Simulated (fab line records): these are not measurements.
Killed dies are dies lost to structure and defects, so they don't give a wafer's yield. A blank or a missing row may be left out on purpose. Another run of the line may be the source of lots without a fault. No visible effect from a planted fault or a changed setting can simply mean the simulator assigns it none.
Chamber matching    flow sfq line    rie diel-03 running SFQ_TRILAYER_I6_VIA_BARC_OPEN_VIA_ETCH_235: 4 sister chambers
The step etches BARC in O2, target depth 125 nm, time 41.7 s. 14 wafers are shown with their chamber, then 7 later ones without.

== WAFERS, EACH WITH ITS CHAMBER ==
wafer   chamber  drypump motor current A (A)  oes product au (a.u.)
L296.4  1        5.7                          0.685
L296.5  0        5.6                          0.681
L296.6  1        5.7                          0.686
L298.1  1        5.7                          0.683
L298.4  0        5.7                          0.693
L298.5  2        5.6                          0.692
L300.3  2        5.5                          0.686
L300.4  3        5.9                          0.687
L300.5  3        5.9                          0.674
L308.1  3        5.9                          0.688
L308.5  0        5.7                          0.676
L308.6  3        5.9                          0.686
L310.2  1        5.7                          0.685
L310.4  2        5.5                          0.690

SIGNATURES (means of the wafers above)
reading                  chamber 0  chamber 1  chamber 2  chamber 3  scatter within a chamber
drypump motor current A  5.667      5.700      5.533      5.900      0.0365
oes product au           0.68333    0.68475    0.68933    0.68375    0.00552
Rule: distance of a wafer from a chamber = root of the sum over the readings of ((wafer's reading minus chamber's mean) / reading's scatter) squared. The wafer belongs to the nearest chamber; if the next one is less than 2 further off, it can't be placed. The scatter is the square root of a quotient: the sum, over the shown wafers, of each reading's squared deviation from its chamber's mean, divided by wafers minus chambers.

== WAFERS WITH NO CHAMBER GIVEN ==
wafer   drypump motor current A (A)  oes product au (a.u.)
L310.6  5.8                          0.681
L311.2  5.5                          0.684
L311.3  5.9                          0.681
L311.4  5.6                          0.683
L313.1  5.9                          0.687
L313.3  5.5                          0.683
L313.6  5.5                          0.686

== CHAMBER TAKEN BY EACH ==
wafer   from the rows above           in truth
L310.6  can't be placed: 3 or 1 or 0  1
L311.2  2                             2
L311.3  3                             3
L311.4  can't be placed: 0 or 2 or 1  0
L313.1  3                             3
L313.3  2                             2
L313.6  2                             2
Correct placement for 5 of the 7. These rows do not allow placing 2 (true chamber among the candidates in 2). Wrongly placed: 0.
